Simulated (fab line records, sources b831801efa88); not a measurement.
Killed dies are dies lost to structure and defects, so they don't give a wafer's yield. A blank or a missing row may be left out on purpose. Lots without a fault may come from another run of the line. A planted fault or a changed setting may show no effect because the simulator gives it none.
Problem report in the 8D (eight disciplines) form, filled by code | flow gf180mcu | the parts of the form that need people (team, actions taken, sign-off) are left out

1. THE PROBLEM
strip_time_to_endpoint_s at GF_VT_IMPLANT_STRIP_42 reads a mean of 12.33 s on 6 wafers of 2 lots; wafers without a fault read 12.65 s with a standard deviation of 0.033. That is -9.7 standard deviations from the usual mean.
The step: strips in O2/N2.
First seen on wafer L950.1, day 10 20:05, on plasma_asher-02. The record holds 38 wafers of 13 lots with a number at this step. Rule for "out", or "out of limits": more than 4 standard deviations from the usual mean. The other wafers with a number count as sound.

2. WHAT IT IS AND WHAT IT IS NOT
question                    | is                               | is not
which readings at this step | strip_time_to_endpoint_s         | drypump_motor_current_A, heater_power_w
which lots                  | L950, L951                       | L939, L940, L941, L942, L944, L946, L948, L957, L959, L960, L961
which wafers of those lots  | all that have a number           | -
read on which tools         | plasma_asher-01, plasma_asher-02 | plasma_asher-03
when                        | from day 10 20:05                | up to then (21 sound wafers); but 11 sound wafers of L957, L959, L960, L961 came after

3. SUSPECTS, AND WHAT RULES EACH OUT
Counting: a tool at a process step up to the reading stays a suspect if it ran every lot that is out and no sound lot after the first of them.
- cmp-02 at GF_STI_CMP_25 (polishes, stops on Si3N4, t overpolish 33 s, target thk 524.6 nm): ruled out as a lasting fault. Sound lots L960 ran on it after its first lot that is out, L950 (day 4 17:40).
- litho_track-01 at GF_VT_IMPLANT_COAT_35 (resist thk 1000 nm): kept. It ran every lot that is out, first L950 (day 10 11:14), and no sound lot after that; its last sound lot up to then is L944 (day 8 19:41).
Left after counting: litho_track-01 at GF_VT_IMPLANT_COAT_35.

4. THE CAUSE (what the simulator had put in)
Process parameter drift: litho_track-01, from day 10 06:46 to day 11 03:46, at GF_VT_IMPLANT_COAT_35. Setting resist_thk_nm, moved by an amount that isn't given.
Counting left only this tool.

5. THE CHAIN OF EFFECTS, in route order
Each row: a reading whose mean over the struck wafers that have a number lies more than 3 standard deviations from the usual. Only readings for which the record gives a usual standard deviation are gone through. hours: the time from each lot's start at the first step in this table that gives one to its start at this step, as a median over the lots. sigmas: the change in usual standard deviations.
hours | step                   | reading                  | usual   | on struck wafers | change | sigmas
0     | GF_VT_IMPLANT_STRIP_42 | strip_time_to_endpoint_s | 12.65 s | 12.33            | -0.32  | -9.7
The process steps in it:
- GF_VT_IMPLANT_STRIP_42: strips in O2/N2.

6. WHAT WOULD HAVE CAUGHT IT SOONER
In this record the first reading out of limits was taken at day 10 20:05, 13 hours after the fault began at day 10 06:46.
All the lots that are out (2) had begun GF_VT_IMPLANT_COAT_35 on litho_track-01 by day 10 20:05. A hold on the tool at that time would have spared none of them.
